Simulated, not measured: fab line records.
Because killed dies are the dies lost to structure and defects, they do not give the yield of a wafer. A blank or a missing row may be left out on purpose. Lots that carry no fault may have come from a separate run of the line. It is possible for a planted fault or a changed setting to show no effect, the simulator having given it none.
Split-lot experiment + flow sky130 + 5 lots, 22 wafers read, on a route of 708 steps

## THE SPLIT ITSELF
At SKY_METAL5_EXPOSE_11 (exposes mask MM5, target cd 1600 nm), the setting doseMj was moved away from the recipe's 190 on 7 of the 22 wafers read, by -6.2% to -3.1%. For the rest of the wafers, this setting stayed at what the recipe calls for.

## FROM THE SPLIT TO THE READING: what the file shows between them, 2 steps
- SKY_METAL5_PEB_12
- SKY_METAL5_DEVELOP_13: develop time 60 s

## THE READING
METAL5.cdNm (the simulator's own value, which no gauge read), in nm, at SKY_METAL5_DESCUM_14 (chemistry O2, time 11 s). There is no usual value for it anywhere in the file. Here, 15 wafers ran the recipe; their average is 1600 nm with a standard deviation of 1.1 nm.

| wafer  | tool, chamber at the split | doseMj as run | against the recipe | METAL5.cdNm, nm | against lot-mates on the recipe |
|--------|----------------------------|---------------|--------------------|-----------------|---------------------------------|
| L079.1 | ilineStepper-02, 0         | 190           | recipe             | 1600            | -                               |
| L079.2 | ilineStepper-02, 0         | 190           | recipe             | 1601            | -                               |
| L079.3 | ilineStepper-02, 0         | 190           | recipe             | 1601            | -                               |
| L079.4 | ilineStepper-02, 0         | 190           | recipe             | 1599            | -                               |
| L079.6 | ilineStepper-02, 0         | 190           | recipe             | 1602            | -                               |
| L077.1 | ilineStepper-01, 0         | 178.3         | -6.2%              | 1620            | +20                             |
| L077.2 | ilineStepper-01, 0         | 190           | recipe             | 1602            | -                               |
| L077.5 | ilineStepper-01, 0         | 178.3         | -6.2%              | 1618            | +18                             |
| L077.6 | ilineStepper-01, 0         | 190           | recipe             | 1598            | -                               |
| L080.1 | ilineStepper-02, 0         | 180.3         | -5.1%              | 1615            | +14                             |
| L080.6 | ilineStepper-02, 0         | 180.3         | -5.1%              | 1615            | +14                             |
| L080.2 | ilineStepper-02, 0         | 180.3         | -5.1%              | 1617            | +16                             |
| L080.4 | ilineStepper-02, 0         | 190           | recipe             | 1600            | -                               |
| L080.5 | ilineStepper-02, 0         | 190           | recipe             | 1601            | -                               |
| L084.1 | ilineStepper-02, 0         | 190           | recipe             | 1599            | -                               |
| L084.3 | ilineStepper-02, 0         | 190           | recipe             | 1600            | -                               |
| L084.5 | ilineStepper-02, 0         | 190           | recipe             | 1600            | -                               |
| L084.4 | ilineStepper-02, 0         | 184.1         | -3.1%              | 1611            | +11                             |
| L084.6 | ilineStepper-02, 0         | 184.1         | -3.1%              | 1609            | +9                              |
| L085.3 | ilineStepper-02, 0         | 190           | recipe             | 1600            | -                               |
| L085.4 | ilineStepper-02, 0         | 190           | recipe             | 1601            | -                               |
| L085.5 | ilineStepper-02, 0         | 190           | recipe             | 1601            | -                               |

FIT RESULTS
A straight line over all 22 wafers: METAL5.cdNm changes by -3.03 nm for each +1% of doseMj; r = -0.99; the points scatter about the line by 1.1 nm.
The same after taking each lot's own level away (the mean of its wafers on the recipe; 22 wafers): -3.05 nm for each +1%; r = -0.99; scatter 1.1 nm.
Per that fit: largest doseMj move, reading shift of 19 nm.
The lots' own levels span 1599.7 to 1600.7 nm, that is 0.9 times the standard deviation above.
The two slopes agree, so the slope changes little with the lot-to-lot level.
Check: for one of the wafers moved furthest among these (-6.2%), held out of the fit, the line's prediction against its lot-mates is +18.5 nm. It came out at +20 nm against them.

## ADDITIONAL SPLITS CARRIED BY THESE WAFERS
These wafers also went through other splits before the reading. Each is held against what the fit with the lots' levels taken away leaves over:
| other split on the same wafers        | wafers away from the commonest value | r with METAL5.cdNm (lot level and that fit taken away) |
|---------------------------------------|--------------------------------------|--------------------------------------------------------|
| SKY_VIA4_SPUTTER_17 chamberPressurePa | 5                                    | +0.15                                                  |
| SKY_METAL5_SPUTTER_01 powerW          | 7                                    | +0.08                                                  |

## THE FILE'S OWN FIT
METAL5.cdNm changes by -3.09 nm for each +1% of doseMj, r = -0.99.
